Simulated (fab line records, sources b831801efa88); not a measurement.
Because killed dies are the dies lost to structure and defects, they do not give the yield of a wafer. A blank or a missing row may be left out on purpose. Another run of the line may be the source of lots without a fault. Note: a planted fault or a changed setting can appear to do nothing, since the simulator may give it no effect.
A lot that was struck, set against a sound lot / flow sky130 / 14 steps out of a route of 708
Sound: the wafers L801.1, L801.4, L801.5. The struck wafers were L815.1, L815.2, L815.3. The cause is given at the end.
Per side, at each step with rows, come the tool, then ch with its chambers, and then its first start. Under that, the readings that differ: sound wafers / struck wafers / difference of the means / sigmas: that difference in standard deviations of wafers without a fault.
alike: readings whose means differ by less than 2 such deviations, and words and numbers that are the same on both sides. not compared: withheld readings, readings that some wafer has no value for, bounds like >300 that may hide the same value, and numbers for which the record gives no deviation and whose values overlap.
A row with sigmas, a row that says differs or no value, or rows on one side alone: a step with any of these is where the two part. Numbers that don't overlap but have no deviation are shown without sigmas and don't part them. Lack of a reading on every wafer of one side parts them only where that side has two or more wafers.

first, 2 steps without rows for these wafers: SKY_RES_PROTECT_DEVELOP_06 (develop time 60 s); SKY_POLY_GATE_IMPLANT_02.
SKY_RES_PROTECT_STRIP_07: strips in O2/N2.
  sound on plasma_asher-01 ch 0,1, day 15 10:18; struck on plasma_asher-02 ch 0,1, day 20 07:42
  alike: drypump_motor_current_A, oes_product_au, strip_time_to_endpoint_s
  not compared: rf_hours_counter_h
SKY_RES_PROTECT_TW_MEAS_08:
  struck on film_metro-03, day 20 07:48; sound on film_metro-01, day 15 10:24
  alike: POLY_GATE_TW
then, 2 steps without rows for these wafers: SKY_RES_PROTECT_CLEAN_09 (cleans in SC1/SC2, time 150 s); SKY_POLY_GATE_CVD_03 (deposits Si3N4 from DCS/NH3, target thk 75 nm, time 1290 s).
SKY_POLY_GATE_THK_MEAS_04:
  struck on film_metro-02, day 20 09:16; sound on film_metro-03, day 15 11:52
  alike: POLY_GATE_CVD_03_THK
then, 5 steps without rows for these wafers: SKY_POLY_GATE_DEHYDRATE_05 (time 60 s); SKY_POLY_GATE_HMDS_06 (prime time 60 s); SKY_POLY_GATE_COAT_07 (resist thk 110 nm); SKY_POLY_GATE_COAT_08 (resist thk 450 nm); SKY_POLY_GATE_SOFTBAKE_09 (time 90 s).
SKY_POLY_GATE_EXPOSE_10: exposes mask P1M, target cd 150 nm.
  sound on krf_scanner-01 ch 0, day 16 01:25; struck on krf_scanner-01, day 21 00:57
  no value came back on the struck wafers for exposure_dose_mJ_cm2, focus_offset_nm (nm), reticle_temp_C (C); on the sound wafers exposure_dose_mJ_cm2 reads 27.984 27.982 27.981
  alike: mask
following that, these wafers have no rows for 1 step: SKY_POLY_GATE_PEB_11.

WHERE THEY PART
SKY_POLY_GATE_EXPOSE_10 only, going by this record.

WHY: what had been put in by the simulator
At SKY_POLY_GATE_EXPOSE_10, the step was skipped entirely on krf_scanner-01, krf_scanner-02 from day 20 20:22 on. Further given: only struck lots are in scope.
